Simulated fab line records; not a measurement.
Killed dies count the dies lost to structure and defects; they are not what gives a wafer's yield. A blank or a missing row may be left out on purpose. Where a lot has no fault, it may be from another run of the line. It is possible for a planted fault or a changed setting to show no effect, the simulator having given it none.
Which of the tools did it? || flow gf180mcu || 13 lots, 39 wafers sampled, at 4 steps of a route of 602

== WHAT EACH GAUGE READ, for each wafer ==
GF_PASSIVATION_THK_MEAS_01.
{"lot": "L599", "measured": "day 28 19:59", "on": "film_metro-01", "PASSIVATION_CVD_00_THK (nm)": "1002 1009 1018"}
{"lot": "L601", "measured": "day 29 17:45", "on": "film_metro-01", "PASSIVATION_CVD_00_THK (nm)": "982 974 1003"}
{"lot": "L603", "measured": "day 30 07:12", "on": "film_metro-01", "PASSIVATION_CVD_00_THK (nm)": "969 983 992"}
{"lot": "L604", "measured": "day 30 10:37", "on": "film_metro-04", "PASSIVATION_CVD_00_THK (nm)": "995 1007 999"}
{"lot": "L605", "measured": "day 31 00:51", "on": "film_metro-04", "PASSIVATION_CVD_00_THK (nm)": "984 989 994"}
{"lot": "L606", "measured": "day 31 05:10", "on": "film_metro-02", "PASSIVATION_CVD_00_THK (nm)": "971 992 992"}
{"lot": "L610", "measured": "day 32 05:10", "on": "film_metro-01", "PASSIVATION_CVD_00_THK (nm)": "979 1004 1002"}
{"lot": "L611", "measured": "day 32 06:01", "on": "film_metro-01", "PASSIVATION_CVD_00_THK (nm)": "1015 978 1014"}
{"lot": "L612", "measured": "day 32 12:07", "on": "film_metro-02", "PASSIVATION_CVD_00_THK (nm)": "989 993 990"}
{"lot": "L616", "measured": "day 33 12:22", "on": "film_metro-02", "PASSIVATION_CVD_00_THK (nm)": "1000 1017 1020"}
{"lot": "L617", "measured": "day 33 16:14", "on": "film_metro-01", "PASSIVATION_CVD_00_THK (nm)": "982 1006 991"}
{"lot": "L619", "measured": "day 34 03:22", "on": "film_metro-04", "PASSIVATION_CVD_00_THK (nm)": "978 991 1003"}
{"lot": "L620", "measured": "day 34 16:14", "on": "film_metro-01", "PASSIVATION_CVD_00_THK (nm)": "990 991 994"}

== WHAT TOOL EACH LOT RAN ON (gives the tool, then ch and the chambers of the sampled wafers, and finally the start) ==
{"lot": "L599", "GF_MIM_SPUTTER_02": "pvd_sputter-04, day 25 05:26", "GF_V5_SPUTTER_22": "pvd_sputter-03, day 27 22:22", "GF_TOP_METAL_SPUTTER_02": "pvd_sputter-04, day 27 23:09"}
{"lot": "L601", "GF_MIM_SPUTTER_02": "pvd_sputter-04, day 26 07:50", "GF_V5_SPUTTER_22": "pvd_sputter-01, day 28 21:21", "GF_TOP_METAL_SPUTTER_02": "pvd_sputter-04, day 28 22:07"}
{"lot": "L603", "GF_MIM_SPUTTER_02": "pvd_sputter-03, day 26 20:05", "GF_V5_SPUTTER_22": "pvd_sputter-03, day 29 10:30", "GF_TOP_METAL_SPUTTER_02": "pvd_sputter-01, day 29 11:22"}
{"lot": "L604", "GF_MIM_SPUTTER_02": "pvd_sputter-04, day 27 00:04", "GF_V5_SPUTTER_22": "pvd_sputter-01, day 29 13:56", "GF_TOP_METAL_SPUTTER_02": "pvd_sputter-02, day 29 14:49"}
{"lot": "L605", "GF_MIM_SPUTTER_02": "pvd_sputter-03, day 27 15:30", "GF_V5_SPUTTER_22": "pvd_sputter-02, day 30 04:26", "GF_TOP_METAL_SPUTTER_02": "pvd_sputter-04, day 30 05:19"}
{"lot": "L606", "GF_MIM_SPUTTER_02": "pvd_sputter-04, day 27 21:07", "GF_V5_SPUTTER_22": "pvd_sputter-01, day 30 09:47", "GF_TOP_METAL_SPUTTER_02": "pvd_sputter-04, day 30 10:40"}
{"lot": "L610", "GF_MIM_SPUTTER_02": "pvd_sputter-04, day 28 23:26", "GF_V5_SPUTTER_22": "pvd_sputter-02, day 31 10:23", "GF_TOP_METAL_SPUTTER_02": "pvd_sputter-02, day 31 11:10"}
{"lot": "L611", "GF_MIM_SPUTTER_02": "pvd_sputter-04, day 29 00:59", "GF_V5_SPUTTER_22": "pvd_sputter-01, day 31 10:35", "GF_TOP_METAL_SPUTTER_02": "pvd_sputter-01, day 31 11:29"}
{"lot": "L612", "GF_MIM_SPUTTER_02": "pvd_sputter-04, day 29 07:23", "GF_V5_SPUTTER_22": "pvd_sputter-02, day 31 17:11", "GF_TOP_METAL_SPUTTER_02": "pvd_sputter-04, day 31 18:03"}
{"lot": "L616", "GF_MIM_SPUTTER_02": "pvd_sputter-02, day 30 12:01", "GF_V5_SPUTTER_22": "pvd_sputter-01, day 32 18:29", "GF_TOP_METAL_SPUTTER_02": "pvd_sputter-01, day 32 19:19"}
{"lot": "L617", "GF_MIM_SPUTTER_02": "pvd_sputter-02, day 30 17:16", "GF_V5_SPUTTER_22": "pvd_sputter-02, day 32 22:50", "GF_TOP_METAL_SPUTTER_02": "pvd_sputter-01, day 32 23:36"}
{"lot": "L619", "GF_MIM_SPUTTER_02": "pvd_sputter-02, day 31 04:45", "GF_V5_SPUTTER_22": "pvd_sputter-02, day 33 10:19", "GF_TOP_METAL_SPUTTER_02": "pvd_sputter-02, day 33 11:05"}
{"lot": "L620", "GF_MIM_SPUTTER_02": "pvd_sputter-02, day 31 19:35", "GF_V5_SPUTTER_22": "pvd_sputter-03, day 33 23:41", "GF_TOP_METAL_SPUTTER_02": "pvd_sputter-04, day 34 00:34"}
- GF_MIM_SPUTTER_02: material AlCu, target thk 450 nm, time 23.9 s.
- GF_V5_SPUTTER_22: material TiN, target thk 10 nm, time 40 s.
- GF_TOP_METAL_SPUTTER_02: material AlCu, target thk 900 nm, time 47.82 s.

== AS READ BY THE TOOLS THEMSELVES (means over the sampled wafers that have a number; for cases with no such wafer, the mark the record gives instead) ==
GF_MIM_SPUTTER_02.
{"lot": "L599", "tool": "pvd_sputter-04", "throttle_valve_pct (%)": 29.6}
{"lot": "L601", "tool": "pvd_sputter-04", "throttle_valve_pct (%)": 30.9}
{"lot": "L603", "tool": "pvd_sputter-03", "throttle_valve_pct (%)": 29.3}
{"lot": "L604", "tool": "pvd_sputter-04", "throttle_valve_pct (%)": 30.2}
{"lot": "L605", "tool": "pvd_sputter-03", "throttle_valve_pct (%)": 29.0}
{"lot": "L606", "tool": "pvd_sputter-04", "throttle_valve_pct (%)": 30.2}
{"lot": "L610", "tool": "pvd_sputter-04", "throttle_valve_pct (%)": 29.6}
{"lot": "L611", "tool": "pvd_sputter-04", "throttle_valve_pct (%)": 29.6}
{"lot": "L612", "tool": "pvd_sputter-04", "throttle_valve_pct (%)": 29.5}
{"lot": "L616", "tool": "pvd_sputter-02", "throttle_valve_pct (%)": 29.5}
{"lot": "L617", "tool": "pvd_sputter-02", "throttle_valve_pct (%)": 28.9}
{"lot": "L619", "tool": "pvd_sputter-02", "throttle_valve_pct (%)": 28.8}
{"lot": "L620", "tool": "pvd_sputter-02", "throttle_valve_pct (%)": 29.5}

GF_V5_SPUTTER_22.
{"lot": "L599", "tool": "pvd_sputter-03", "throttle_valve_pct (%)": 28.3}
{"lot": "L601", "tool": "pvd_sputter-01", "throttle_valve_pct (%)": 30.1}
{"lot": "L603", "tool": "pvd_sputter-03", "throttle_valve_pct (%)": 29.5}
{"lot": "L604", "tool": "pvd_sputter-01", "throttle_valve_pct (%)": 28.8}
{"lot": "L605", "tool": "pvd_sputter-02", "throttle_valve_pct (%)": 29.0}
{"lot": "L606", "tool": "pvd_sputter-01", "throttle_valve_pct (%)": 28.7}
{"lot": "L610", "tool": "pvd_sputter-02", "throttle_valve_pct (%)": 28.7}
{"lot": "L611", "tool": "pvd_sputter-01", "throttle_valve_pct (%)": 28.3}
{"lot": "L612", "tool": "pvd_sputter-02", "throttle_valve_pct (%)": 28.9}
{"lot": "L616", "tool": "pvd_sputter-01", "throttle_valve_pct (%)": 28.6}
{"lot": "L617", "tool": "pvd_sputter-02", "throttle_valve_pct (%)": 28.7}
{"lot": "L619", "tool": "pvd_sputter-02", "throttle_valve_pct (%)": 27.8}
{"lot": "L620", "tool": "pvd_sputter-03", "throttle_valve_pct (%)": 30.5}

GF_TOP_METAL_SPUTTER_02.
{"lot": "L599", "tool": "pvd_sputter-04", "throttle_valve_pct (%)": 30.2}
{"lot": "L601", "tool": "pvd_sputter-04", "throttle_valve_pct (%)": 30.2}
{"lot": "L603", "tool": "pvd_sputter-01", "throttle_valve_pct (%)": 29.1}
{"lot": "L604", "tool": "pvd_sputter-02", "throttle_valve_pct (%)": 28.8}
{"lot": "L605", "tool": "pvd_sputter-04", "throttle_valve_pct (%)": 30.3}
{"lot": "L606", "tool": "pvd_sputter-04", "throttle_valve_pct (%)": 30.9}
{"lot": "L610", "tool": "pvd_sputter-02", "throttle_valve_pct (%)": 28.0}
{"lot": "L611", "tool": "pvd_sputter-01", "throttle_valve_pct (%)": 28.8}
{"lot": "L612", "tool": "pvd_sputter-04", "throttle_valve_pct (%)": 30.2}
{"lot": "L616", "tool": "pvd_sputter-01", "throttle_valve_pct (%)": 28.8}
{"lot": "L617", "tool": "pvd_sputter-01", "throttle_valve_pct (%)": 28.8}
{"lot": "L619", "tool": "pvd_sputter-02", "throttle_valve_pct (%)": 28.3}
{"lot": "L620", "tool": "pvd_sputter-04", "throttle_valve_pct (%)": 30.3}

== THE ANSWER, worked out from the rows above alone ==
Rule: the usual values come from the lots themselves. Put in order of their means at a reading, lots are off if they are a third of the lots or fewer, leave a main group of 4 or more, and stand apart from it by a gap of 3 or more times the standard deviation of the main group's means; of several such gaps the widest counts. Not used: any main group whose means are identical at the precision the tables above print for the reading. Also off: a lot with no number at a reading for which 4 or more lots have one. Any other lot the step has rows for is counted as sound. First the gauges in route order, then the tools' own readings, where a lot's mean is used as printed above. At the first step where some lot is off, the reading lying furthest off is the one used; lots without a number count as furthest.
No lot is off on any of the readings shown, so nothing can be concluded from this.

== WHAT WAS PUT IN BY THE SIMULATOR ==
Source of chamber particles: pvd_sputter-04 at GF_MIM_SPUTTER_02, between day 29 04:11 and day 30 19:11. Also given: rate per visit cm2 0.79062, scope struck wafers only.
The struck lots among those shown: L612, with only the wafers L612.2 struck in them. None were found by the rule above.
